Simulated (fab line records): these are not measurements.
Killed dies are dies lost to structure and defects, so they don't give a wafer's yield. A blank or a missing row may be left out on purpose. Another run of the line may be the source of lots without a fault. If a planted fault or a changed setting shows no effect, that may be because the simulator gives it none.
Matching of chambers + flow gf180mcu + GF_V5_CMP_26 on cmp-01 has 4 sister chambers
The step polishes, stops on SiO2, t overpolish 15 s, target thk 0 nm. 18 wafers are shown with their chamber, then 9 later ones without.

## EACH WAFER AND ITS CHAMBER
| wafer  | chamber | motor current A (A) | time to endpoint s (s) | overpolish run s (s) |
|--------|---------|---------------------|------------------------|----------------------|
| L080.1 | 2       | 10.4                | 82                     | 15.032               |
| L080.5 | 1       | 11.9                | 86                     | 14.990               |
| L080.6 | 0       | 9.8                 | 83                     | 14.997               |
| L082.3 | 0       | 9.3                 | 87                     | 15.002               |
| L082.4 | 3       | 12.1                | 86                     | 15.010               |
| L082.5 | 0       | 9.8                 | 86                     | 14.993               |
| L083.1 | 0       | 9.1                 | 87                     | 14.989               |
| L083.5 | 1       | 12.0                | 90                     | 15.009               |
| L083.6 | 2       | 11.1                | 82                     | 15.003               |
| L085.1 | 3       | 11.9                | 87                     | 14.985               |
| L085.4 | 2       | 10.6                | 81                     | 15.018               |
| L085.6 | 0       | 9.5                 | 87                     | 15.004               |
| L086.2 | 2       | 10.9                | 81                     | 14.993               |
| L086.3 | 1       | 12.4                | 84                     | 15.010               |
| L086.6 | 0       | 8.8                 | 86                     | 14.998               |
| L088.1 | 3       | 11.7                | 90                     | 15.009               |
| L088.3 | 2       | 11.0                | 84                     | 15.008               |
| L088.4 | 1       | 12.3                | 89                     | 15.001               |

SIGNATURES (means of the wafers above)
| reading            | chamber 0 | chamber 1 | chamber 2 | chamber 3 | scatter within a chamber |
|--------------------|-----------|-----------|-----------|-----------|--------------------------|
| motor current A    | 9.383     | 12.150    | 10.800    | 11.900    | 0.314                    |
| time to endpoint s | 86.00     | 87.25     | 82.00     | 87.67     | 1.88                     |
| overpolish run s   | 14.99717  | 15.00250  | 15.01080  | 15.00133  | 0.011                    |
Rule: for each reading, subtract the chamber's mean from the wafer's reading, divide by that reading's scatter and square the result; add these up over the readings and take the root, which gives the wafer's distance from the chamber. If the next closest chamber is less than 2 further off than the closest, the wafer can't be placed; otherwise it belongs to the closest. The scatter is the square root of a quotient: the sum, over the shown wafers, of each reading's squared deviation from its chamber's mean, divided by wafers minus chambers.

## WAFERS WITHOUT THEIR CHAMBER
| wafer  | motor current A (A) | time to endpoint s (s) | overpolish run s (s) |
|--------|---------------------|------------------------|----------------------|
| L088.2 | 9.2                 | 88                     | 15.016               |
| L088.5 | 9.6                 | 86                     | 14.997               |
| L088.6 | 12.1                | 89                     | 14.988               |
| L095.1 | 12.1                | 91                     | 15.012               |
| L095.3 | 11.6                | 89                     | 15.011               |
| L095.5 | 10.9                | 83                     | 15.003               |
| L097.1 | 10.5                | 84                     | 15.006               |
| L097.3 | 11.6                | 91                     | 14.980               |
| L097.5 | 9.4                 | 93                     | 15.009               |

## WHICH CHAMBER EACH ONE RAN IN
| wafer  | from the rows above     | in truth |
|--------|-------------------------|----------|
| L088.2 | 0                       | 0        |
| L088.5 | 0                       | 0        |
| L088.6 | can't be placed: 3 or 1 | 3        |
| L095.1 | can't be placed: 3 or 1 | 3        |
| L095.3 | can't be placed: 3 or 1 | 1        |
| L095.5 | 2                       | 2        |
| L097.1 | 2                       | 2        |
| L097.3 | can't be placed: 3 or 1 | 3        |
| L097.5 | 0                       | 0        |
Correct placement for 5 of the 9. Not placeable from these rows: 4 (in 4, the candidates include the true chamber). Number placed wrongly: 0.
